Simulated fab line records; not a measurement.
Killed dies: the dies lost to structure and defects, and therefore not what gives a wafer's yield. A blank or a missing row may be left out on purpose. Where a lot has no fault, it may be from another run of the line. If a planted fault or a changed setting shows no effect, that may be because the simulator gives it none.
A lot that was struck, set against a sound lot + flow sky130 + 14 steps out of a route of 708
Sound: wafers L104.1, L104.3, L104.6. The struck wafers were L109.3, L109.4, L109.5. The cause comes at the end.
At each step with rows: each side's tool, then ch and its chambers, then its first start. Under that, the readings that differ: sound wafers + struck wafers + difference of the means + sigmas: that difference in standard deviations of wafers without a fault.
alike: same words and numbers on both sides, and readings whose means sit less than 2 such deviations apart. not compared: any withheld reading, any reading some wafer has no value for, any bound like >300 that may hide the same value, and any number with overlapping values for which the record gives no deviation.
Wherever a step has rows on one side only, a row that says differs or no value, or a row with sigmas, the two part there. Numbers that don't overlap but have no deviation are shown without sigmas and don't part them. Lack of a reading on every wafer of one side parts them only where that side has two or more wafers.

SKY_METAL5_STRIP_16: strips in O2/N2.
  sound on plasmaAsher-03 ch 0,1, day 46 10:16; struck on plasmaAsher-03 ch 0,1, day 48 02:38
  alike: drypumpMotorCurrentA, oesProductAu, stripTimeToEndpointS
  not compared: rfHoursCounterH
then, 3 steps without rows for these wafers: SKY_METAL5_STRIP_17 (strips in post etch residue remover, time 1200 s); SKY_METAL5_CLEAN_18 (cleans in IPA, time 180 s); SKY_METAL5_CLEAN_19 (cleans in O3/DIW).
SKY_PASSIVATION_CVD_00: deposits SiO2, target thk 90 nm.
  sound on pecvd-03 ch 0,2, day 46 10:52; struck on pecvd-01 ch 1,2, day 48 03:20
  alike: heaterPowerW
SKY_PASSIVATION_THK_MEAS_01:
  struck on filmMetro-01, day 48 03:22; sound on filmMetro-02, day 46 10:53
  alike: PASSIVATION_CVD_00_THK
SKY_PASSIVATION_CVD_02: deposits Si3N4, target thk 540 nm.
  sound on pecvd-01 ch 0,2, day 46 10:57; struck on pecvd-03 ch 0,1,2, day 48 03:25
  alike: heaterPowerW
SKY_PASSIVATION_THK_MEAS_03:
  struck on filmMetro-04, day 48 03:40; sound on filmMetro-01, day 46 11:10
  alike: PASSIVATION_CVD_02_THK
then, 4 steps without rows for these wafers: SKY_PASSIVATION_DEHYDRATE_04 (time 60 s); SKY_PASSIVATION_HMDS_05 (prime time 60 s); SKY_PASSIVATION_COAT_06 (resist thk 2946 nm); SKY_PASSIVATION_SOFTBAKE_07.
SKY_PASSIVATION_EXPOSE_08: exposes mask NSM, target cd 3000 nm.
  sound on ilineStepper-01 ch 0, day 46 22:35; struck on ilineStepper-02, day 48 11:44
  no value came back on the struck wafers for exposureDoseMJCm2, focusOffsetNm (nm), na; on the sound wafers exposureDoseMJCm2 reads 259.64 259.92 260.11
  alike: mask
following that, these wafers have no rows for 1 step: SKY_PASSIVATION_PEB_09.

WHERE THEY PART
Within this record, at SKY_PASSIVATION_EXPOSE_08 only.

WHY: what the simulator had put in
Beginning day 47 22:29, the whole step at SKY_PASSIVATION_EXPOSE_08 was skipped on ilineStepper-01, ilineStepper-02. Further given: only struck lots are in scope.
